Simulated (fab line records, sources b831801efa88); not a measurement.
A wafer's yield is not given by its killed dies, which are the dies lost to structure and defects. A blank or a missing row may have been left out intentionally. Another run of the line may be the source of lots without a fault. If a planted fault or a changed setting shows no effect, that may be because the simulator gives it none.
Which tool was responsible? :: flow gf180mcu :: 36 wafers from 12 lots sampled at 4 of the route's 602 steps

## WHAT THE GAUGES READ, wafer by wafer
GF_M3_CD_MEAS_14 targets a cd of 280 nm.
lot: L546
measured: day 22 08:51
on: cd-sem-02
cd-nm (nm): 280.3 280.1 279.1

lot: L547
measured: day 22 15:05
on: cd-sem-02
cd-nm (nm): 279.6 279.6 281.6

lot: L548
measured: day 23 02:13
on: cd-sem-01
cd-nm (nm): 280.3 279.9 281.2

lot: L551
measured: day 24 08:26
on: cd-sem-01
cd-nm (nm): 279.5 281.5 279.5

lot: L558
measured: day 26 08:51
on: cd-sem-02
cd-nm (nm): 281.4 281.6 281.4

lot: L560
measured: day 27 04:35
on: cd-sem-02
cd-nm (nm): 281.4 281.1 281.3

lot: L561
measured: day 27 11:38
on: cd-sem-01
cd-nm (nm): 281.3 281.9 281.2

lot: L562
measured: day 27 14:53
on: cd-sem-02
cd-nm (nm): 278.0 279.6 279.2

lot: L564
measured: day 28 05:49
on: cd-sem-02
cd-nm (nm): 279.7 280.9 280.5

lot: L565
measured: day 28 15:08
on: cd-sem-02
cd-nm (nm): 280.4 280.0 282.0

lot: L566
measured: day 28 20:04
on: cd-sem-01
cd-nm (nm): 281.1 280.5 281.4

lot: L567
measured: day 29 03:14
on: cd-sem-01
cd-nm (nm): 279.8 279.8 279.5

GF_V3_THK_MEAS_01.
lot: L546
measured: day 22 09:45
on: film-metro-04
V3_CVD_00_THK (nm): 595 599 601

lot: L547
measured: day 22 15:59
on: film-metro-03
V3_CVD_00_THK (nm): 592 593 590

lot: L548
measured: day 23 03:10
on: film-metro-04
V3_CVD_00_THK (nm): 518 511 514

lot: L551
measured: day 24 09:20
on: film-metro-02
V3_CVD_00_THK (nm): 511 506 511

lot: L558
measured: day 26 09:42
on: film-metro-03
V3_CVD_00_THK (nm): 597 608 604

lot: L560
measured: day 27 05:28
on: film-metro-03
V3_CVD_00_THK (nm): 597 594 599

lot: L561
measured: day 27 12:31
on: film-metro-02
V3_CVD_00_THK (nm): 611 602 593

lot: L562
measured: day 27 15:46
on: film-metro-04
V3_CVD_00_THK (nm): 596 604 603

lot: L564
measured: day 28 07:03
on: film-metro-02
V3_CVD_00_THK (nm): 602 606 598

lot: L565
measured: day 28 16:04
on: film-metro-03
V3_CVD_00_THK (nm): 604 603 598

lot: L566
measured: day 28 20:56
on: film-metro-03
V3_CVD_00_THK (nm): 586 588 590

lot: L567
measured: day 29 04:07
on: film-metro-03
V3_CVD_00_THK (nm): 609 599 601

## WHAT TOOL EACH LOT RAN ON (gives the tool, then ch and the chambers of the sampled wafers, and finally the start)
lot: L546
GF_V2_SPUTTER_21: pvd-sputter-03, day 21 07:52
GF_V3_CVD_00: hdpcvd-01 ch 0,1,2, day 22 09:40

lot: L547
GF_V2_SPUTTER_21: pvd-sputter-03, day 21 14:28
GF_V3_CVD_00: hdpcvd-01 ch 0,2, day 22 15:55

lot: L548
GF_V2_SPUTTER_21: pvd-sputter-03, day 22 01:58
GF_V3_CVD_00: hdpcvd-01 ch 0,1, day 23 03:05

lot: L551
GF_V2_SPUTTER_21: pvd-sputter-04, day 23 09:06
GF_V3_CVD_00: hdpcvd-01 ch 0,1,2, day 24 09:16

lot: L558
GF_V2_SPUTTER_21: pvd-sputter-03, day 25 10:30
GF_V3_CVD_00: hdpcvd-01 ch 0,1,2, day 26 09:38

lot: L560
GF_V2_SPUTTER_21: pvd-sputter-01, day 26 07:55
GF_V3_CVD_00: hdpcvd-01 ch 0,1,2, day 27 05:23

lot: L561
GF_V2_SPUTTER_21: pvd-sputter-04, day 26 14:22
GF_V3_CVD_00: hdpcvd-02 ch 1,2, day 27 12:26

lot: L562
GF_V2_SPUTTER_21: pvd-sputter-04, day 26 17:46
GF_V3_CVD_00: hdpcvd-01 ch 0,2, day 27 15:41

lot: L564
GF_V2_SPUTTER_21: pvd-sputter-03, day 27 08:58
GF_V3_CVD_00: hdpcvd-02 ch 0,1, day 28 06:57

lot: L565
GF_V2_SPUTTER_21: pvd-sputter-01, day 27 18:27
GF_V3_CVD_00: hdpcvd-01 ch 0,1,2, day 28 15:59

lot: L566
GF_V2_SPUTTER_21: pvd-sputter-01, day 27 23:31
GF_V3_CVD_00: hdpcvd-01 ch 0,2, day 28 20:50

lot: L567
GF_V2_SPUTTER_21: pvd-sputter-01, day 28 06:37
GF_V3_CVD_00: hdpcvd-01 ch 0,2, day 29 04:01
- GF_V2_SPUTTER_21: material Ti, target thk 15 nm, time 80.02 s.
- GF_V3_CVD_00: deposits SiO2, target thk 600 nm, time 100 s.

## AS READ BY THE TOOLS THEMSELVES (means over the sampled wafers that have a number; for cases with no such wafer, the mark the record gives instead)
GF_V2_SPUTTER_21.
lot: L546
tool: pvd-sputter-03
throttle-valve-pct (%): 30.6

lot: L547
tool: pvd-sputter-03
throttle-valve-pct (%): 30.4

lot: L548
tool: pvd-sputter-03
throttle-valve-pct (%): 29.9

lot: L551
tool: pvd-sputter-04
throttle-valve-pct (%): 29.8

lot: L558
tool: pvd-sputter-03
throttle-valve-pct (%): 30.2

lot: L560
tool: pvd-sputter-01
throttle-valve-pct (%): 30.9

lot: L561
tool: pvd-sputter-04
throttle-valve-pct (%): 31.3

lot: L562
tool: pvd-sputter-04
throttle-valve-pct (%): 30.6

lot: L564
tool: pvd-sputter-03
throttle-valve-pct (%): 29.7

lot: L565
tool: pvd-sputter-01
throttle-valve-pct (%): 30.9

lot: L566
tool: pvd-sputter-01
throttle-valve-pct (%): 30.4

lot: L567
tool: pvd-sputter-01
throttle-valve-pct (%): 30.7

GF_V3_CVD_00.
lot: L546
tool: hdpcvd-01
pressure-mtorr (mTorr): 5.997
sih4-flow-sccm (sccm): 60.13

lot: L547
tool: hdpcvd-01
pressure-mtorr (mTorr): 5.989
sih4-flow-sccm (sccm): 60.04

lot: L548
tool: hdpcvd-01
pressure-mtorr (mTorr): 6.010
sih4-flow-sccm (sccm): 50.95

lot: L551
tool: hdpcvd-01
pressure-mtorr (mTorr): 6.010
sih4-flow-sccm (sccm): 51.01

lot: L558
tool: hdpcvd-01
pressure-mtorr (mTorr): 6.009
sih4-flow-sccm (sccm): 60.01

lot: L560
tool: hdpcvd-01
pressure-mtorr (mTorr): 6.006
sih4-flow-sccm (sccm): 60.14

lot: L561
tool: hdpcvd-02
pressure-mtorr (mTorr): 6.008
sih4-flow-sccm (sccm): 60.13

lot: L562
tool: hdpcvd-01
pressure-mtorr (mTorr): 5.998
sih4-flow-sccm (sccm): 59.89

lot: L564
tool: hdpcvd-02
pressure-mtorr (mTorr): 5.993
sih4-flow-sccm (sccm): 59.94

lot: L565
tool: hdpcvd-01
pressure-mtorr (mTorr): 5.994
sih4-flow-sccm (sccm): 59.95

lot: L566
tool: hdpcvd-01
pressure-mtorr (mTorr): 6.015
sih4-flow-sccm (sccm): 60.03

lot: L567
tool: hdpcvd-01
pressure-mtorr (mTorr): 6.004
sih4-flow-sccm (sccm): 60.01

## THE ANSWER, worked out from the rows above alone
Rule: usual is defined by the lots themselves. Put in order of their means at a reading, lots are off if they are a third of the lots or fewer, leave a main group of 4 or more, and stand apart from it by a gap of 3 or more times the standard deviation of the main group's means; of several such gaps the widest counts. Not used: any main group whose means are identical at the precision the tables above print for the reading. A lot without any number at a reading at which 4 lots or more have one is off too. Any other lot the step has rows for is counted as sound. First the gauges in route order, then the tools' own readings, where a lot's mean is used as printed above. At the first step where some lot is off, the reading lying furthest off is the one used; lots without a number count as furthest.
Off: L548, L551, seen at GF_V3_THK_MEAS_01 (V3_CVD_00_THK). The main group: mean 599 nm, standard deviation 4.9.
If a tool, at a process step before that reading, ran all the lots that are off and no sound lot after the first of them, it fits. Not tried: the gauges at GF_V3_THK_MEAS_01; whatever is off there is also off at GF_V3_CVD_00, on other tools, and gauge error can't account for it. Of those tried, none fits.

## WHAT THE SIMULATOR HAD INSERTED
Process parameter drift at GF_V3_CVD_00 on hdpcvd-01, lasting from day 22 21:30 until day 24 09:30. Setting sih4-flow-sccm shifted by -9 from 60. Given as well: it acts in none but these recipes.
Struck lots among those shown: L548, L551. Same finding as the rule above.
